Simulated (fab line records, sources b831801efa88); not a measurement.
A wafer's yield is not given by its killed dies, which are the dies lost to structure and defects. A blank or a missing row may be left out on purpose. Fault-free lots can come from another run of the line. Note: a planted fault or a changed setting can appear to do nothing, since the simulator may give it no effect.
Split-lot study | flow sfq line | on a route of 325 steps: 5 lots, 23 wafers read

== THE SPLIT ITSELF ==
At SFQ_TRILAYER_I2_VIA_LITHO_COAT_072 (resist thk 62 nm), the setting resist thk nm was moved away from the recipe's 62 nm on 7 of the 23 wafers read, by -5.2% to +4.0%. The other wafers ran this setting at the recipe's value.

== FROM THE SPLIT TO THE READING: what the file shows between them, 3 steps ==
- SFQ_TRILAYER_I2_VIA_LITHO_COAT_067: resist thk 650 nm
- SFQ_TRILAYER_I2_VIA_LITHO_SOFTBAKE_071
- SFQ_TRILAYER_I2_VIA_LITHO_DEVELOP_069: time 60 s

== THE READING ==
oes product au, in a.u., at SFQ_TRILAYER_I2_VIA_BARC_OPEN_VIA_ETCH_096 (etches BARC in O2, target depth 125 nm, time 41.7 s). Fault-free wafers of this fab line usually give 0.686 a.u., standard deviation 0.0048 a.u.

wafer  | tool, chamber at the split | resist thk nm as run, nm | against the recipe | oes product au, a.u. | against lot-mates on the recipe
L075.1 | litho track-02, 0          | 62                       | recipe             | 0.678                | -
L075.5 | litho track-02, 0          | 62                       | recipe             | 0.688                | -
L075.6 | litho track-02, 0          | 62                       | recipe             | 0.686                | -
L080.1 | litho track-01, 0          | 62                       | recipe             | 0.683                | -
L080.2 | litho track-01, 0          | 62                       | recipe             | 0.682                | -
L080.3 | litho track-01, 0          | 62                       | recipe             | 0.689                | -
L080.4 | litho track-01, 0          | 58.8                     | -5.2%              | 0.667                | -0.018
L080.5 | litho track-01, 0          | 58.8                     | -5.2%              | 0.667                | -0.018
L081.2 | litho track-01, 0          | 62                       | recipe             | 0.681                | -
L081.3 | litho track-01, 0          | 64.3                     | +3.7%              | 0.695                | +0.013
L081.4 | litho track-01, 0          | 62                       | recipe             | 0.682                | -
L081.5 | litho track-01, 0          | 64.3                     | +3.7%              | 0.697                | +0.015
L081.6 | litho track-01, 0          | 64.3                     | +3.7%              | 0.695                | +0.013
L083.2 | litho track-04, 0          | 62                       | recipe             | 0.690                | -
L083.3 | litho track-04, 0          | 62                       | recipe             | 0.686                | -
L083.4 | litho track-04, 0          | 62                       | recipe             | 0.687                | -
L083.5 | litho track-04, 0          | 62                       | recipe             | 0.690                | -
L083.6 | litho track-04, 0          | 62                       | recipe             | 0.685                | -
L085.1 | litho track-04, 0          | 62                       | recipe             | 0.689                | -
L085.2 | litho track-04, 0          | 62                       | recipe             | 0.686                | -
L085.4 | litho track-04, 0          | 62                       | recipe             | 0.694                | -
L085.5 | litho track-04, 0          | 64.46                    | +4.0%              | 0.696                | +0.006
L085.6 | litho track-04, 0          | 64.46                    | +4.0%              | 0.700                | +0.010

FIT RESULTS
A straight line over all 23 wafers: oes product au changes by +0.0032 a.u. for each +1% of resist thk nm; r = +0.90; the points scatter about the line by 0.0037 a.u.
The same after taking each lot's own level away (the mean of its wafers on the recipe; 23 wafers): +0.00324 a.u. for each +1%; r = +0.93; scatter 0.0031 a.u.
According to that fit, moving resist thk nm by its largest amount changes the reading by 0.017 a.u.
The lots' own levels span 0.6815 to 0.6897 a.u., that is 1.7 times the standard deviation above.
The two slopes are in agreement: the lot-to-lot level therefore moves the slope only a little.
Check: with one of the wafers moved furthest among these (-5.2%) left out of the fit, the line predicts -0.0166 a.u. for it against its lot-mates. It came out at -0.0177 a.u. against them.

== FURTHER SPLITS ON THESE WAFERS ==
These wafers also went through other splits before the reading. Each is held against what the fit with the lots' levels taken away leaves over:
other split on the same wafers           | wafers away from the commonest value | r with oes product au (lot level and that fit taken away)
SFQ_TRILAYER_M2_LITHO_EXPOSE_058 dose mj | 9                                    | -0.13

== THE WHOLE CHAIN: every reading that the file lists as answering this split, in the file's order ==
step                                       | what it does                                        | reading                                                                                        | change (the file's fit)                   | r (the file's)
SFQ_TRILAYER_I2_VIA_LITHO_COAT_072         | resist thk 62 nm                                    | BARC_of_TRILAYER_I2_VIA_LITHO_COAT_072.thk nm (the simulator's own value, which no gauge read) | +0.628 nm for each +1% of the setting     | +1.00
SFQ_TRILAYER_I2_VIA_BARC_OPEN_VIA_ETCH_096 | etches BARC in O2, target depth 125 nm, time 41.7 s | oes product au                                                                                 | +0.00319 a.u. for each +1% of the setting | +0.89

== FILE'S OWN FIT ==
oes product au changes by +0.00319 a.u. for each +1% of resist thk nm, r = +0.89.
